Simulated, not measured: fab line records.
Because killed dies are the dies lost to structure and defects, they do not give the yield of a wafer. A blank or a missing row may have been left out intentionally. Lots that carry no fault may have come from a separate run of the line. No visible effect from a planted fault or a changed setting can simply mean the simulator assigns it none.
fab line records -- flow sky130
record lots=12, wafers=36, lastDay=50
route steps=708 shown NWELL@76 VT_ADJUST_HVTR@140 PAD_OPEN@708
lots with no fault: from the same line, run without faults
startH: start of the lot's first displayed wafer, in hours after the record's first day -- waitH: hours from the lot's prior step to this one -- " the same as in the row above -- L1.1+2: a row that stands for several wafers -- - either no value or no given start -- * or withheld: withheld -- < > ~ a bound
route shown NAME@n: NAME is a module with steps in the file, n the number in the route of the first one -- usual: mean/standard deviation of fault-free wafers -- same: alike in all rows -- chamber/n: place in a boat -- sites: each site's reading -- _std_site: how widely they spread, as a standard deviation -- _edge_site: outer sites' mean less inner sites' -- radiusMm: for every site, how far away it sits from the centre of the wafer -- mask NAME#n: copy n -- behind: tool/chamber where the wafer was last shaped -- hold: what put the lot on hold/how long, in hours/how the hold closed -- device: names the non-switching transistor (n, p or np) -- end of line: tests of these same wafers at the route's end -- step lacking rows: just its recipe -- killed: dies that structure and defects cost at the first sort, which is not the same as the wafer's yield -- map: shows each die of a wafer: x if killed, . if not, _ if none is there
set.NAME: the setting that was run; set.NAME@STEP: the one run at that earlier step -- model.NAME: the simulator's own value behind a step, which no gauge read
a sample of lots followed through the steps of the route, with each step as a table and each wafer as a row
services: when a tool's chamber went out of use (startH, in hours from the record's first day, below 0 if earlier), for how many hours, and the reason
## steps
# step SKY_NWELL_OVL_MEAS_23
# usual NWELL_01_OVL=0.4/1.9
lot.wafer,tool,chamber,startH,waitH,NWELL_01_OVL[nm]
L310.1,overlay-01,-,113.68,-,0.9
L310.4,overlay-01,-,113.68,-,2.1
L310.6,overlay-01,-,113.68,-,2.1
L311.1,overlay-02,-,120.65,-,-1.3
L311.2,overlay-02,-,120.65,-,-1.2
L311.5,overlay-02,-,120.65,-,-0.3
L313.1,overlay-01,-,126.03,-,3.6
L313.2,overlay-01,-,126.03,-,4.1
L313.6,overlay-01,-,126.03,-,5.6
L314.1,overlay-01,-,135.90,-,0.9
L314.2,overlay-01,-,135.90,-,2.5
L314.4,overlay-01,-,135.90,-,1.6
L316.1,overlay-01,-,146.44,-,1.3
L316.3,overlay-01,-,146.44,-,1.9
L316.5,overlay-01,-,146.44,-,0.0
L319.1,overlay-02,-,162.48,-,-0.4
L319.3,overlay-02,-,162.48,-,0.3
L319.5,overlay-02,-,162.48,-,-0.4
L320.1,overlay-01,-,170.38,-,1.7
L320.3,overlay-01,-,170.38,-,3.0
L320.5,overlay-01,-,170.38,-,3.4
L321.2,overlay-01,-,177.21,-,0.4
L321.4,overlay-01,-,177.21,-,0.2
L321.5,overlay-01,-,177.21,-,0.0
L324.3,overlay-01,-,201.12,-,-0.2
L324.4,overlay-01,-,201.12,-,-1.0
L324.5,overlay-01,-,201.12,-,-0.3
L330.1,overlay-02,-,239.89,-,-2.5
L330.4,overlay-02,-,239.89,-,-0.4
L330.6,overlay-02,-,239.89,-,-0.5
L331.1,overlay-01,-,250.43,-,5.6
L331.5,overlay-01,-,250.43,-,3.8
L331.6,overlay-01,-,250.43,-,5.1
L332.3,overlay-02,-,256.07,-,-0.5
L332.4,overlay-02,-,256.07,-,0.5
L332.5,overlay-02,-,256.07,-,-0.8
# step SKY_NWELL_RTA_28
# recipe tempC=1050, timeS=30, idleTempC=650, rampUpCPerS=150, rampDownCPerS=90, ambient=N2
# usual lampPowerPct=25.30/0.052, wafer_temp_C_max=1054.8/0.91
# same timeS=30
lot.wafer,tool,chamber,startH,waitH,lampPowerPct,wafer_temp_C_max
L310.1,rtpAnneal-01,0,114.08,0.0,25.36,1055.3
L310.4,rtpAnneal-01,0,114.08,0.0,25.30,1054.0
L310.6,rtpAnneal-01,0,114.08,0.0,25.26,1053.7
L311.1,rtpAnneal-02,0,121.05,0.0,25.34,1054.6
L311.2,rtpAnneal-02,0,121.05,0.0,25.27,1054.3
L311.5,rtpAnneal-02,0,121.05,0.0,25.29,1054.9
L313.1,rtpAnneal-01,0,126.43,0.0,25.30,1053.6
L313.2,rtpAnneal-01,0,126.43,0.0,25.33,1055.0
L313.6,rtpAnneal-01,0,126.43,0.0,25.29,1053.8
L314.1,rtpAnneal-02,0,136.30,0.0,25.28,1054.2
L314.2,rtpAnneal-02,0,136.30,0.0,25.34,1054.6
L314.4,rtpAnneal-02,0,136.30,0.0,25.30,1054.9
L316.1,rtpAnneal-02,0,146.84,0.0,25.26,1054.6
L316.3,rtpAnneal-02,0,146.84,0.0,25.32,1053.6
L316.5,rtpAnneal-02,0,146.84,0.0,25.30,1055.7
L319.1,rtpAnneal-01,0,162.88,0.0,25.32,1053.8
L319.3,rtpAnneal-01,0,162.88,0.0,25.23,1054.8
L319.5,rtpAnneal-01,0,162.88,0.0,25.30,1054.1
L320.1,rtpAnneal-01,0,170.78,0.0,25.18,1054.9
L320.3,rtpAnneal-01,0,170.78,0.0,25.29,1054.6
L320.5,rtpAnneal-01,0,170.78,0.0,25.25,1054.8
L321.2,rtpAnneal-02,0,177.62,0.0,25.44,1054.4
L321.4,rtpAnneal-02,0,177.62,0.0,25.30,1057.2
L321.5,rtpAnneal-02,0,177.62,0.0,25.35,1053.3
L324.3,rtpAnneal-01,0,201.53,0.0,25.37,1054.5
L324.4,rtpAnneal-01,0,201.53,0.0,25.27,1054.2
L324.5,rtpAnneal-01,0,201.53,0.0,25.32,1054.0
L330.1,rtpAnneal-02,0,240.29,0.0,25.31,1057.6
L330.4,rtpAnneal-02,0,240.29,0.0,25.34,1054.4
L330.6,rtpAnneal-02,0,240.29,0.0,25.29,1054.8
L331.1,rtpAnneal-02,0,250.83,0.0,25.20,1056.3
L331.5,rtpAnneal-02,0,250.83,0.0,25.29,1054.5
L331.6,rtpAnneal-02,0,250.83,0.0,25.32,1056.2
L332.3,rtpAnneal-01,0,256.59,0.0,25.36,1054.3
L332.4,rtpAnneal-01,0,256.59,0.0,25.37,1054.6
L332.5,rtpAnneal-01,0,256.59,0.0,25.32,1054.5
# step SKY_VT_ADJUST_HVTR_IMPLANT_09
# recipe species=B, energyKev=10, doseCm2=2.1e+12, tiltDeg=withheld
# usual doseIonsCm2=2.1006e+12/2.1e+09, faradayCurrentUA=11.86/0.23
lot.wafer,tool,chamber,startH,waitH,doseIonsCm2,faradayCurrentUA
L310.1,implanter-01,0,217.66,0.0,2.1044e+12,11.96
L310.4,implanter-01,0,217.66,0.0,2.1051e+12,11.86
L310.6,implanter-01,0,217.66,0.0,2.1058e+12,11.72
L311.1,implanter-04,0,224.04,0.0,2.1041e+12,11.88
L311.2,implanter-04,0,224.04,0.0,2.1009e+12,11.98
L311.5,implanter-04,0,224.04,0.0,2.1006e+12,11.96
L313.1,implanter-02,0,231.65,0.0,2.1008e+12,11.94
L313.2,implanter-02,0,231.65,0.0,2.1003e+12,11.87
L313.6,implanter-02,0,231.65,0.0,2.0988e+12,11.84
L314.1,implanter-02,0,242.56,0.0,2.1015e+12,11.56
L314.2,implanter-02,0,242.56,0.0,2.0996e+12,11.65
L314.4,implanter-02,0,242.56,0.0,2.0975e+12,11.77
L316.1,implanter-04,0,256.09,0.0,2.1022e+12,11.58
L316.3,implanter-04,0,256.09,0.0,2.0963e+12,11.97
L316.5,implanter-04,0,256.09,0.0,2.0972e+12,11.52
L319.1,implanter-04,0,276.09,0.0,2.0979e+12,11.86
L319.3,implanter-04,0,276.09,0.0,2.1037e+12,11.90
L319.5,implanter-04,0,276.09,0.0,2.1e+12,12.05
L320.1,implanter-02,0,287.01,0.0,2.1002e+12,12.23
L320.3,implanter-02,0,287.01,0.0,2.1036e+12,11.62
L320.5,implanter-02,0,287.01,0.0,2.0997e+12,11.71
L321.2,implanter-02,0,293.33,0.0,1.3856e+12,7.75
L321.4,implanter-02,0,293.33,0.0,1.3869e+12,7.76
L321.5,implanter-02,0,293.33,0.0,1.3844e+12,7.78
L324.3,implanter-02,0,320.85,0.1,1.3913e+12,7.80
L324.4,implanter-02,0,320.85,0.1,1.3878e+12,7.99
L324.5,implanter-02,0,320.85,0.1,1.3874e+12,7.96
L330.1,implanter-04,0,369.31,0.0,2.1021e+12,12.08
L330.4,implanter-04,0,369.31,0.0,2.0984e+12,11.73
L330.6,implanter-04,0,369.31,0.0,2.1045e+12,11.59
L331.1,implanter-01,0,382.14,0.0,2.1005e+12,11.86
L331.5,implanter-01,0,382.14,0.0,2.1015e+12,12.07
L331.6,implanter-01,0,382.14,0.0,2.1001e+12,11.44
L332.3,implanter-04,0,390.34,0.1,2.0993e+12,11.88
L332.4,implanter-04,0,390.34,0.1,2.1011e+12,12.13
L332.5,implanter-04,0,390.34,0.1,2.0988e+12,11.69
# step SKY_VT_ADJUST_HVTR_STRIP_10
# recipe chemistry=O2/N2, powerW=1400, pressureMtorr=1500, platenTempC=withheld, o2FlowSccm=3000, n2FlowSccm=300, overashFraction=0.5
# usual drypumpMotorCurrentA=5.94/0.27, oesProductAu=0.716/0.0042, stripTimeToEndpointS=14.18/0.043
lot.wafer,tool,chamber,startH,waitH,drypumpMotorCurrentA,oesProductAu,rfHoursCounterH,stripTimeToEndpointS
L310.1,plasmaAsher-03,1,217.81,0.1,6.16,0.710,10,14.13
L310.4,plasmaAsher-03,1,217.81,0.1,6.16,0.715,-,14.10
L310.6,plasmaAsher-03,0,217.81,0.1,5.71,0.714,-,14.08
L311.1,plasmaAsher-01,1,224.19,0.1,5.45,0.717,54,14.18
L311.2,plasmaAsher-01,0,224.19,0.1,5.80,0.720,54,14.18
L311.5,plasmaAsher-01,0,224.19,0.1,5.82,0.715,-,14.16
L313.1,plasmaAsher-01,0,231.80,0.1,5.80,0.707,55,14.16
L313.2,plasmaAsher-01,1,231.80,0.1,5.51,0.724,55,14.13
L313.6,plasmaAsher-01,1,231.80,0.1,5.51,0.716,-,14.16
L314.1,plasmaAsher-04,1,242.71,0.1,6.10,0.720,54,14.23
L314.2,plasmaAsher-04,0,242.71,0.1,6.21,0.715,54,14.21
L314.4,plasmaAsher-04,0,242.71,0.1,6.22,0.708,-,14.26
L316.1,plasmaAsher-03,1,256.24,0.1,6.17,0.709,12,14.19
L316.3,plasmaAsher-03,1,256.24,0.1,6.18,0.725,-,14.19
L316.5,plasmaAsher-03,0,256.24,0.1,5.70,0.711,-,14.21
L319.1,plasmaAsher-01,1,276.24,0.1,5.50,0.713,59,14.25
L319.3,plasmaAsher-01,0,276.24,0.1,5.80,0.715,-,14.23
L319.5,plasmaAsher-01,1,276.24,0.1,5.46,0.724,-,14.21
L320.1,plasmaAsher-03,0,287.16,0.1,5.71,0.718,15,14.22
L320.3,plasmaAsher-03,0,287.16,0.1,5.70,0.714,-,14.19
L320.5,plasmaAsher-03,0,287.16,0.1,5.71,0.714,-,14.17
L321.2,plasmaAsher-03,0,293.46,0.1,5.72,0.715,16,14.16
L321.4,plasmaAsher-03,0,293.46,0.1,5.71,0.713,-,14.14
L321.5,plasmaAsher-03,1,293.46,0.1,6.18,0.711,-,14.16
L324.3,plasmaAsher-03,0,320.98,0.1,5.70,0.715,-,14.20
L324.4,plasmaAsher-03,1,320.98,0.1,6.20,0.710,-,14.17
L324.5,plasmaAsher-03,0,320.98,0.1,5.71,0.716,-,14.19
L330.1,plasmaAsher-03,1,369.46,0.1,6.18,0.719,24,14.14
L330.4,plasmaAsher-03,0,369.46,0.1,5.71,0.720,-,14.12
L330.6,plasmaAsher-03,0,369.46,0.1,5.73,0.720,-,14.10
L331.1,plasmaAsher-04,1,382.29,0.1,6.10,0.716,66,14.21
L331.5,plasmaAsher-04,0,382.29,0.1,6.25,0.717,-,14.21
L331.6,plasmaAsher-04,1,382.29,0.1,6.10,0.720,-,14.22
L332.3,plasmaAsher-04,0,390.47,0.1,6.22,0.708,-,14.22
L332.4,plasmaAsher-04,1,390.47,0.1,6.10,0.721,-,14.24
L332.5,plasmaAsher-04,1,390.47,0.1,6.09,0.722,-,14.25
# step SKY_VT_ADJUST_HVTR_TW_MEAS_11
# usual VT_ADJUST_HVTR_TW=210.5/2.2
lot.wafer,tool,chamber,startH,waitH,VT_ADJUST_HVTR_TW
L310.1,filmMetro-04,-,217.91,0.1,214.7
L310.4,filmMetro-04,-,217.91,0.1,214.2
L310.6,filmMetro-04,-,217.91,0.1,214.7
L311.1,filmMetro-04,-,224.29,0.1,213.1
L311.2,filmMetro-04,-,224.29,0.1,213.4
L311.5,filmMetro-04,-,224.29,0.1,213.2
L313.1,filmMetro-04,-,231.90,0.1,212.5
L313.2,filmMetro-04,-,231.90,0.1,212.3
L313.6,filmMetro-04,-,231.90,0.1,212.6
L314.1,filmMetro-01,-,242.81,0.1,209.0
L314.2,filmMetro-01,-,242.81,0.1,209.4
L314.4,filmMetro-01,-,242.81,0.1,209.0
L316.1,filmMetro-01,-,256.34,0.1,208.9
L316.3,filmMetro-01,-,256.34,0.1,209.0
L316.5,filmMetro-01,-,256.34,0.1,208.9
L319.1,filmMetro-04,-,276.34,0.1,215.0
L319.3,filmMetro-04,-,276.34,0.1,215.0
L319.5,filmMetro-04,-,276.34,0.1,216.3
L320.1,filmMetro-04,-,287.26,0.1,213.9
L320.3,filmMetro-04,-,287.26,0.1,212.3
L320.5,filmMetro-04,-,287.26,0.1,214.6
L321.2,filmMetro-01,-,293.57,0.1,188.7
L321.4,filmMetro-01,-,293.57,0.1,188.3
L321.5,filmMetro-01,-,293.57,0.1,189.4
L324.3,filmMetro-01,-,321.07,0.1,186.8
L324.4,filmMetro-01,-,321.07,0.1,186.5
L324.5,filmMetro-01,-,321.07,0.1,187.4
L330.1,filmMetro-03,-,369.56,0.1,209.4
L330.4,filmMetro-03,-,369.56,0.1,209.5
L330.6,filmMetro-03,-,369.56,0.1,208.1
L331.1,filmMetro-01,-,382.39,0.1,211.1
L331.5,filmMetro-01,-,382.39,0.1,210.9
L331.6,filmMetro-01,-,382.39,0.1,210.5
L332.3,filmMetro-03,-,390.56,0.1,207.4
L332.4,filmMetro-03,-,390.56,0.1,207.5
L332.5,filmMetro-03,-,390.56,0.1,207.3
# step SKY_PAD_OPEN_PROBE_99
# usual killed_at_M0_to_M3=43/6.8, killed_at_M4_up=3.3/2.1, killedAtContacts=24/5, killedAtFrontEnd=15/4.4, killedAtOther=0.3/0.57, killedDies=86/9.7, killedOpen=47/7.3, killedShort=39/6.1
# same grossDies=492, killedAtBackSide=0
lot.wafer,tool,chamber,startH,waitH,killed_at_M0_to_M3,killed_at_M4_up,killedAtContacts,killedAtFrontEnd,killedAtOther,killedDies,killedOpen,killedShort
L319.1,prober-02,-,1137.16,0.1,39,5,26,15,2,87,50,36
L319.3,prober-02,-,1137.26,0.2,49,0,32,16,0,97,61,36
L319.5,prober-02,-,1137.36,0.2,59,3,26,16,1,105,57,48
# killed by level:class
L319.1 LI_CONTACT:geometricParticle:open=11 CONTACT:geometricParticle:open=8 METAL2:geometricParticle:short=7 VIA2:geometricParticle:open=7 VIA1:geometricParticle:open=6 FIELD_ISO:geometricParticle:open=5 VIA1:geometricParticle:short=4 FIELD_ISO:geometricParticle:short=4
L319.3 LI_CONTACT:geometricParticle:open=12 CONTACT:geometricParticle:open=9 METAL2:geometricParticle:short=9 VIA3:geometricParticle:open=8 VIA2:geometricParticle:open=8 VIA1:geometricParticle:open=7 FIELD_ISO:geometricParticle:open=5 VIA2:geometricParticle:short=4
L319.5 VIA1:geometricParticle:open=12 CONTACT:geometricParticle:open=9 VIA3:geometricParticle:open=9 FIELD_ISO:geometricParticle:open=6 METAL3:geometricParticle:short=6 VIA2:geometricParticle:short=6 METAL2:geometricParticle:open=6 METAL2:geometricParticle:short=6
## services
tool,chamber,startH,hours,kind
plasmaAsher-03,-,108.75,9.0,pm
plasmaAsher-03,0,108.75,9.0,ventCycle
plasmaAsher-03,1,108.75,9.0,ventCycle
plasmaAsher-03,0,117.75,-,clean
plasmaAsher-03,1,117.75,-,clean
plasmaAsher-03,-,125.19,7.4,pm
implanter-04,-,149.99,5.5,repair
implanter-04,-,161.93,5.4,pm
plasmaAsher-04,-,197.05,28.1,pm
implanter-02,-,215.14,4.4,repair
plasmaAsher-03,-,229.38,14.1,repair
implanter-01,-,235.98,5.3,repair
implanter-04,-,262.56,2.2,repair
rtpAnneal-02,-,264.02,3.4,pm
implanter-02,-,287.55,4.4,pm
implanter-02,-,304.46,1.5,repair
implanter-02,-,307.87,5.8,pm
plasmaAsher-04,-,342.92,3.4,repair
plasmaAsher-04,-,346.48,14.6,pm
plasmaAsher-03,-,373.65,14.6,pm
rtpAnneal-01,-,381.57,4.1,pm
## key
firstSign step=SKY_VT_ADJUST_HVTR_IMPLANT_09, reading=doseIonsCm2, direction=down, sigmas=99+, usual=*, struck=*
effect step=SKY_VT_ADJUST_HVTR_IMPLANT_09, reading=faradayCurrentUA, direction=down, sigmas=18, usual=11.86, struck=7.84
effect step=SKY_VT_ADJUST_HVTR_TW_MEAS_11, reading=VT_ADJUST_HVTR_TW, direction=down, sigmas=10, usual=210.5, struck=187.8
metAt SKY_VT_ADJUST_HVTR_IMPLANT_09
struckLots L321,L324
testerLeftOut L321,L324
notActingAt SKY_NWELL_OVL_MEAS_23,SKY_NWELL_RTA_28,SKY_VT_ADJUST_HVTR_STRIP_10
onsetBetween 287.01 293.33
fault kind=processParameterDrift, tool=implanter-02, chamber=-, onsetH=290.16, steps=SKY_VT_ADJUST_HVTR_IMPLANT_09, channel=doseCm2, offset=*, shape=step, endH=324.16, actsIn=*, stated=*
# testerLeftOut: of these lots the tester's yield and bins aren't shown, on N5 and GAA mostly nor the transistor test; their killed dies are dies lost to structure and defects alone, not to doping, threshold or leakage, so they don't give the yield
